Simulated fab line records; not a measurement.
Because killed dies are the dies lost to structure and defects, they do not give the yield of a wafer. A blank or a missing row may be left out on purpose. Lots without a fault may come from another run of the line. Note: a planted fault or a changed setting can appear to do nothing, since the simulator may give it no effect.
Split-lot experiment :: flow sfq-line :: route with 325 steps; 5 lots, 23 wafers read

== THE SPLIT ==
At SFQ_TRILAYER_C5_BARC_OPEN_VIA_ETCH_210 (etches BARC in O2, target depth 125 nm, time 41.7 s), the setting time-s was moved away from the recipe's 41.7 s on 7 of the 23 wafers read, by +8.0% to +13.8%. For the rest of the wafers, this setting stayed at what the recipe calls for.

The file shows no step between the split and the reading.

== THE READING ==
KrF_of_TRILAYER_C5_LITHO_COAT_151.thk-nm (the simulator's own value, which no gauge read), in nm, at SFQ_TRILAYER_C5_ETCH_VIA_ETCH_154 (etches SiO2 in CHF3, stops on Nb, target depth 84 nm). There is no usual value for it anywhere in the file. Here, 16 wafers ran the recipe; their average is 556.5 nm with a standard deviation of 1.7 nm.

wafer: L074.1
tool, chamber at the split: rie-diel-02, 0
time-s as run, s: 41.7
against the recipe: recipe
KrF_of_TRILAYER_C5_LITHO_COAT_151.thk-nm, nm: 554.7
against lot-mates on the recipe: -

wafer: L074.2
tool, chamber at the split: rie-diel-02, 1
time-s as run, s: 45.04
against the recipe: +8.0%
KrF_of_TRILAYER_C5_LITHO_COAT_151.thk-nm, nm: 551
against lot-mates on the recipe: -3.4

wafer: L074.4
tool, chamber at the split: rie-diel-02, 3
time-s as run, s: 41.7
against the recipe: recipe
KrF_of_TRILAYER_C5_LITHO_COAT_151.thk-nm, nm: 554.6
against lot-mates on the recipe: -

wafer: L074.5
tool, chamber at the split: rie-diel-02, 2
time-s as run, s: 41.7
against the recipe: recipe
KrF_of_TRILAYER_C5_LITHO_COAT_151.thk-nm, nm: 553.9
against lot-mates on the recipe: -

wafer: L074.6
tool, chamber at the split: rie-diel-02, 3
time-s as run, s: 45.04
against the recipe: +8.0%
KrF_of_TRILAYER_C5_LITHO_COAT_151.thk-nm, nm: 549.4
against lot-mates on the recipe: -5.0

wafer: L077.4
tool, chamber at the split: rie-diel-04, 0
time-s as run, s: 41.7
against the recipe: recipe
KrF_of_TRILAYER_C5_LITHO_COAT_151.thk-nm, nm: 555.2
against lot-mates on the recipe: -

wafer: L077.6
tool, chamber at the split: rie-diel-04, 2
time-s as run, s: 41.7
against the recipe: recipe
KrF_of_TRILAYER_C5_LITHO_COAT_151.thk-nm, nm: 555.2
against lot-mates on the recipe: -

wafer: L077.5
tool, chamber at the split: rie-diel-04, 1
time-s as run, s: 41.7
against the recipe: recipe
KrF_of_TRILAYER_C5_LITHO_COAT_151.thk-nm, nm: 556.4
against lot-mates on the recipe: -

wafer: L078.1
tool, chamber at the split: rie-diel-04, 1
time-s as run, s: 41.7
against the recipe: recipe
KrF_of_TRILAYER_C5_LITHO_COAT_151.thk-nm, nm: 558.4
against lot-mates on the recipe: -

wafer: L078.2
tool, chamber at the split: rie-diel-04, 2
time-s as run, s: 41.7
against the recipe: recipe
KrF_of_TRILAYER_C5_LITHO_COAT_151.thk-nm, nm: 558.4
against lot-mates on the recipe: -

wafer: L078.6
tool, chamber at the split: rie-diel-04, 1
time-s as run, s: 41.7
against the recipe: recipe
KrF_of_TRILAYER_C5_LITHO_COAT_151.thk-nm, nm: 558.4
against lot-mates on the recipe: -

wafer: L078.4
tool, chamber at the split: rie-diel-04, 3
time-s as run, s: 41.7
against the recipe: recipe
KrF_of_TRILAYER_C5_LITHO_COAT_151.thk-nm, nm: 558
against lot-mates on the recipe: -

wafer: L078.5
tool, chamber at the split: rie-diel-04, 2
time-s as run, s: 41.7
against the recipe: recipe
KrF_of_TRILAYER_C5_LITHO_COAT_151.thk-nm, nm: 559.8
against lot-mates on the recipe: -

wafer: L080.1
tool, chamber at the split: rie-diel-03, 3
time-s as run, s: 47.45
against the recipe: +13.8%
KrF_of_TRILAYER_C5_LITHO_COAT_151.thk-nm, nm: 551.9
against lot-mates on the recipe: -4.9

wafer: L080.5
tool, chamber at the split: rie-diel-03, 0
time-s as run, s: 47.45
against the recipe: +13.8%
KrF_of_TRILAYER_C5_LITHO_COAT_151.thk-nm, nm: 551.9
against lot-mates on the recipe: -4.9

wafer: L080.3
tool, chamber at the split: rie-diel-03, 2
time-s as run, s: 41.7
against the recipe: recipe
KrF_of_TRILAYER_C5_LITHO_COAT_151.thk-nm, nm: 555.8
against lot-mates on the recipe: -

wafer: L080.4
tool, chamber at the split: rie-diel-03, 1
time-s as run, s: 41.7
against the recipe: recipe
KrF_of_TRILAYER_C5_LITHO_COAT_151.thk-nm, nm: 557.7
against lot-mates on the recipe: -

wafer: L080.6
tool, chamber at the split: rie-diel-03, 3
time-s as run, s: 47.45
against the recipe: +13.8%
KrF_of_TRILAYER_C5_LITHO_COAT_151.thk-nm, nm: 549.9
against lot-mates on the recipe: -6.9

wafer: L084.1
tool, chamber at the split: rie-diel-04, 3
time-s as run, s: 41.7
against the recipe: recipe
KrF_of_TRILAYER_C5_LITHO_COAT_151.thk-nm, nm: 555.9
against lot-mates on the recipe: -

wafer: L084.2
tool, chamber at the split: rie-diel-04, 1,0
time-s as run, s: 45.03
against the recipe: +8.0%
KrF_of_TRILAYER_C5_LITHO_COAT_151.thk-nm, nm: 551.9
against lot-mates on the recipe: -4.1

wafer: L084.3
tool, chamber at the split: rie-diel-04, 0
time-s as run, s: 41.7
against the recipe: recipe
KrF_of_TRILAYER_C5_LITHO_COAT_151.thk-nm, nm: 555.5
against lot-mates on the recipe: -

wafer: L084.5
tool, chamber at the split: rie-diel-04, 1
time-s as run, s: 41.7
against the recipe: recipe
KrF_of_TRILAYER_C5_LITHO_COAT_151.thk-nm, nm: 556.7
against lot-mates on the recipe: -

wafer: L084.6
tool, chamber at the split: rie-diel-04, 1,0
time-s as run, s: 45.03
against the recipe: +8.0%
KrF_of_TRILAYER_C5_LITHO_COAT_151.thk-nm, nm: 552.1
against lot-mates on the recipe: -3.9
If several chambers appear in one row, that row covers several wafers at once and the file leaves open which wafer was in which chamber.

FIT RESULTS
A straight line over all 23 wafers: KrF_of_TRILAYER_C5_LITHO_COAT_151.thk-nm changes by -0.461 nm for each +1% of time-s; r = -0.81; the points scatter about the line by 1.8 nm.
The same after taking each lot's own level away (the mean of its wafers on the recipe; 23 wafers): -0.43 nm for each +1%; r = -0.95; scatter 0.76 nm.
Per that fit: largest time-s move, reading shift of 5.9 nm.
From 554.40 to 558.60 nm: that is the span of the lots' own levels, equal to 2.5 times the standard deviation above.
So the lot-to-lot level changes the slope little: the two slopes agree.
Check: -6.34 nm against its lot-mates is what the line predicts for one of the wafers moved furthest among these (+13.8%) when that wafer is left out of the fit. It came out at -4.85 nm against them.

== ADDITIONAL SPLITS CARRIED BY THESE WAFERS ==
Other splits were also applied to these wafers ahead of the reading. Each is held against what the fit with the lots' levels taken away leaves over:
other split on the same wafers: SFQ_TRILAYER_JJ_CE_LITHO_COAT_119 spin-rpm
wafers away from the commonest value: 11
r with KrF_of_TRILAYER_C5_LITHO_COAT_151.thk-nm (lot level and that fit taken away): +0.21

other split on the same wafers: SFQ_TRILAYER_JJ_CE_BARC_OPEN_RIE_150 pressure-mtorr
wafers away from the commonest value: 18
r with KrF_of_TRILAYER_C5_LITHO_COAT_151.thk-nm (lot level and that fit taken away): -0.17

other split on the same wafers: SFQ_TRILAYER_M5_LITHO_COAT_128 resist-thk-nm
wafers away from the commonest value: 5
r with KrF_of_TRILAYER_C5_LITHO_COAT_151.thk-nm (lot level and that fit taken away): +0.28

other split on the same wafers: SFQ_TRILAYER_M5_ETCH_METAL_ETCH_126 time-s
wafers away from the commonest value: 8
r with KrF_of_TRILAYER_C5_LITHO_COAT_151.thk-nm (lot level and that fit taken away): -0.15

other split on the same wafers: SFQ_TRILAYER_R5_DEP_SPUTTER_132 time-s
wafers away from the commonest value: 8
r with KrF_of_TRILAYER_C5_LITHO_COAT_151.thk-nm (lot level and that fit taken away): +0.07

other split on the same wafers: SFQ_TRILAYER_R5_LITHO_PEB_139 peb-time-s
wafers away from the commonest value: 6
r with KrF_of_TRILAYER_C5_LITHO_COAT_151.thk-nm (lot level and that fit taken away): -0.20

other split on the same wafers: SFQ_TRILAYER_I5_LITHO_COAT_144 resist-thk-nm
wafers away from the commonest value: 8
r with KrF_of_TRILAYER_C5_LITHO_COAT_151.thk-nm (lot level and that fit taken away): -0.20

other split on the same wafers: SFQ_TRILAYER_I5_ETCH_VIA_ETCH_147 bias-w
wafers away from the commonest value: 9
r with KrF_of_TRILAYER_C5_LITHO_COAT_151.thk-nm (lot level and that fit taken away): +0.33

== THE WHOLE CHAIN: every reading that the file lists as answering this split, in the file's order ==
step: SFQ_TRILAYER_C5_BARC_OPEN_VIA_ETCH_210
what it does: etches BARC in O2, target depth 125 nm, time 41.7 s
reading: KrF_of_TRILAYER_C5_LITHO_COAT_151.thk-nm (the simulator's own value, which no gauge read)
change (the file's fit): -0.444 nm for each +1% of the setting
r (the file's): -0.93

step: SFQ_TRILAYER_C5_ETCH_VIA_ETCH_154
what it does: etches SiO2 in CHF3, stops on Nb, target depth 84 nm
reading: KrF_of_TRILAYER_C5_LITHO_COAT_151.thk-nm (the simulator's own value, which no gauge read)
change (the file's fit): -0.446 nm for each +1% of the setting
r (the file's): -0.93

== THE FILE'S OWN FIT ==
KrF_of_TRILAYER_C5_LITHO_COAT_151.thk-nm changes by -0.446 nm for each +1% of time-s, r = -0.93.
